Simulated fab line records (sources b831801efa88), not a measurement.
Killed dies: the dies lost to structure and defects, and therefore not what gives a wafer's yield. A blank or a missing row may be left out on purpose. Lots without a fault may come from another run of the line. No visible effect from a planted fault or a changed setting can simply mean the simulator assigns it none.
A struck lot beside a sound one | flow gf180mcu | 14 out of 602 route steps
Sound: the wafers L217.1, L217.2, L217.4. Wafers L220.1, L220.5, L220.6 were the ones struck. The cause is given at the end.
For every step that has rows: the tool of each side, followed by ch and its chambers, followed by its first start. Under that, the readings that differ: sound wafers | struck wafers | difference of the means | sigmas: that difference in standard deviations of wafers without a fault.
alike: same words and numbers on both sides, and readings whose means sit less than 2 such deviations apart. not compared: any withheld reading, any reading some wafer has no value for, any bound like >300 that may hide the same value, and any number with overlapping values for which the record gives no deviation.
A row with sigmas, a row that says differs or no value, or rows on one side alone: a step with any of these is where the two part. Non-overlapping numbers with no deviation appear without sigmas and do not part them. A reading that every wafer of one side lacks parts them only if that side has two wafers or more.

GF_POLY_GATE_OVL_MEAS_11:
  sound on overlay-01, day 11 09:58; struck on overlay-01, day 12 04:22
  alike: POLY_GATE_OVL
GF_POLY_GATE_ETCH_12: etches BARC in N2/H2.
  sound on rie_diel-02 ch 0,2,3, day 11 10:01; struck on rie_diel-02 ch 0,2,3, day 12 04:25
  alike: drypump_motor_current_A, oes_product_au, throttle_valve_pct
GF_POLY_GATE_ETCH_13: etches poly-Si in HBr/Cl2, stops on SiO2, target depth 198.5 nm, time 69.6 s.
  sound on rie_si-02 ch 0,1,2, day 11 10:04; struck on rie_si-02 ch 0,3, day 12 04:28
  alike: drypump_motor_current_A, oes_product_au, throttle_valve_pct
  not compared: rf_hours_counter_h
GF_POLY_GATE_STRIP_14: strips in O2/N2.
  sound on plasma_asher-02 ch 0,1, day 11 10:07; struck on plasma_asher-02 ch 0,1, day 12 04:31
  alike: drypump_motor_current_A, heater_power_w, oes_product_au
  not compared: rf_hours_counter_h
then, 2 steps without rows for these wafers: GF_POLY_GATE_CLEAN_15 (cleans in SC1/SC2, time 150 s); GF_POLY_GATE_OXIDATION_16 (stabilise 600 s, purge 300 s, target thk 4 nm).
GF_POLY_GATE_THK_MEAS_17:
  sound on film_metro-02, day 11 11:31; struck on film_metro-02, day 12 05:55
  alike: POLY_GATE_OXIDATION_THK
GF_POLY_GATE_CD_MEAS_18:
  sound on cd_sem-02, day 11 11:34; struck on cd_sem-01, day 12 05:59
  alike: cd_nm
then, 4 steps without rows for these wafers: GF_HV_LDD_DEHYDRATE_00 (time 60 s); GF_HV_LDD_HMDS_01 (prime time 60 s); GF_HV_LDD_COAT_02 (resist thk 1000 nm); GF_HV_LDD_SOFTBAKE_03 (time 60 s).
GF_HV_LDD_EXPOSE_04: exposes mask Nplus LV AREA, target cd 400 nm.
  sound on iline_stepper-02 ch 0, day 11 21:07; struck on iline_stepper-02, day 12 15:59
  no value came back on the struck wafers for exposure_dose_mJ_cm2, focus_offset_nm (nm), reticle_temp_C (C); on the sound wafers exposure_dose_mJ_cm2 reads 140.01 140.02 139.95
  alike: mask
then, 1 step without rows for these wafers: GF_HV_LDD_PEB_05.

## WHERE THEY PART
Within this record, at GF_HV_LDD_EXPOSE_04 only.

WHY: what had been put in by the simulator
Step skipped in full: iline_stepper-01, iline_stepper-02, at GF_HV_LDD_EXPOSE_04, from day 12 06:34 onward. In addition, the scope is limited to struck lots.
